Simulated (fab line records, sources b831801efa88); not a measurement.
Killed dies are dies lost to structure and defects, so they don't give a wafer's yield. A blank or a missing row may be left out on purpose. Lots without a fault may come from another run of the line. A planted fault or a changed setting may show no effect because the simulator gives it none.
One fault seen from 2 desks | flow sfq_line | each desk has only its own numbers; what lay behind them comes last

THE TOOL OWNER'S DESK: rie_metal-04
The tool's own readings at SFQ_TRILAYER_M4_ETCH_METAL_ETCH_096 (etches Nb in Cl2/Ar, stops on SiO2, target depth 240 nm, time 120 s): means of the sampled wafers that have a number, for each lot that ran on this tool. A lot is out of limits, marked OUT, if its mean lies more than 4 standard deviations from the usual mean; the brackets give that distance.
Columns: A = drypump_motor_current_A at SFQ_TRILAYER_M4_ETCH_METAL_ETCH_096, usual 5.52 A; B = oes_product_au at SFQ_TRILAYER_M4_ETCH_METAL_ETCH_096, usual 0.895 a.u.
lot  | first seen here | A    | B
L642 | day 47 10:23    | 5.57 | 0.901
L646 | day 49 01:59    | 5.58 | 0.900
L648 | day 49 18:42    | 5.57 | 0.888
This desk's finding: nothing out of limits on any of the 3 lots.

THE METROLOGY DESK
What the gauges read, lot by lot, whatever tool the lot ran on: means of the sampled wafers that have a number. A lot is out of limits, marked OUT, if its mean lies more than 4 standard deviations from the usual mean; the brackets give that distance.
Columns: A = M4_NB_RS at SFQ_M4_RS_MEAS_924, usual 0.888 ohm/sq; B = M4_OVL at SFQ_M4_OVL_MEAS_926, usual 0 nm
lot  | first seen here | A     | B
L641 | day 41 01:15    | 0.883 | -6
L642 | day 41 02:28    | 0.887 | 6
L645 | day 42 14:56    | 0.889 | -6
L646 | day 42 19:44    | 0.886 | 3
L648 | day 43 15:04    | 0.904 | -0
L652 | day 45 08:01    | 0.895 | 0
This desk's finding: nothing out of limits on any of the 6 lots.

PUT TOGETHER
The tool owner's desk saw nothing out of limits.
The metrology desk saw nothing out of limits.

WHAT THE SIMULATOR HAD PUT IN
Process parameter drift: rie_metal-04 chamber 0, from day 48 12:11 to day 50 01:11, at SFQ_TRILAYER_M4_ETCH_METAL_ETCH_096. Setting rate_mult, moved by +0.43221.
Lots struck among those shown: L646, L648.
